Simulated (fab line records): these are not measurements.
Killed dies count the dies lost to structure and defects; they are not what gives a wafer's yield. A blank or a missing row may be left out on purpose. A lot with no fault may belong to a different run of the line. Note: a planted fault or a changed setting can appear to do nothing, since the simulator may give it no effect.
Chamber matching	flow sky130	4 sister chambers for SKY_VIA1_CMP_24 on cmp-01
The step polishes, stops on SiO2, t overpolish 15 s, target thk 0 nm. 16 wafers are shown with their chamber, then 8 later ones without.

== WAFERS PAIRED WITH THEIR CHAMBERS ==
wafer	chamber	motor_current_A (A)	time_to_endpoint_s (s)	overpolish_run_s (s)
L077.1	0	11.4	61.9	15.003
L077.2	2	9.8	68.8	14.988
L077.5	2	10.6	69.5	15.005
L079.2	1	11.8	69.1	14.995
L079.3	3	11.6	65.2	15.004
L079.6	3	11.3	64.7	15.001
L080.1	2	10.3	67.8	14.996
L080.3	1	11.6	66.1	14.994
L080.6	3	11.6	66.1	15.010
L083.1	3	12.1	64.0	14.995
L083.2	2	10.6	69.3	15.001
L083.3	1	11.4	68.7	14.997
L084.3	0	11.8	66.3	14.998
L084.5	2	10.4	66.2	15.004
L084.6	3	11.3	65.9	15.014
L086.1	1	11.6	70.0	15.009

SIGNATURES (means of the wafers above)
reading	chamber 0	chamber 1	chamber 2	chamber 3	scatter within a chamber
motor_current_A	11.600	11.600	10.340	11.580	0.292
time_to_endpoint_s	64.100	68.475	68.320	65.180	1.54
overpolish_run_s	15.00050	14.99875	14.99880	15.00480	0.00692
Rule: a wafer's distance from a chamber is the root of the sum, over the readings, of the square of ((its reading less the chamber's mean) divided by the reading's scatter). The wafer belongs to the nearest chamber; if the next one is less than 2 further off, it can't be placed. How the scatter is found: for the shown wafers, subtract from each reading the mean of its chamber, square and add these, divide the total by (wafers less chambers), then take the root.

== WAFERS WHOSE CHAMBER IS MISSING ==
wafer	motor_current_A (A)	time_to_endpoint_s (s)	overpolish_run_s (s)
L086.2	10.2	71.8	15.001
L086.5	11.6	68.4	15.022
L091.1	11.4	64.8	14.997
L091.4	10.4	65.9	15.004
L091.5	11.8	65.0	14.996
L096.1	11.6	64.7	15.001
L096.2	11.6	63.6	14.997
L096.3	11.0	62.3	15.015

== WHICH CHAMBER EACH ONE RAN IN ==
wafer	from the rows above	in truth
L086.2	2	2
L086.5	can't be placed: 3 or 1 or 0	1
L091.1	can't be placed: 0 or 3 or 1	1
L091.4	2	2
L091.5	can't be placed: 0 or 3 or 1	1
L096.1	can't be placed: 0 or 3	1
L096.2	can't be placed: 0 or 3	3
L096.3	can't be placed: 3 or 0 or 1 or 2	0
Correct placement for 2 of the 8. These rows do not allow placing 6 (true chamber among the candidates in 5). Wrongly placed: 0.
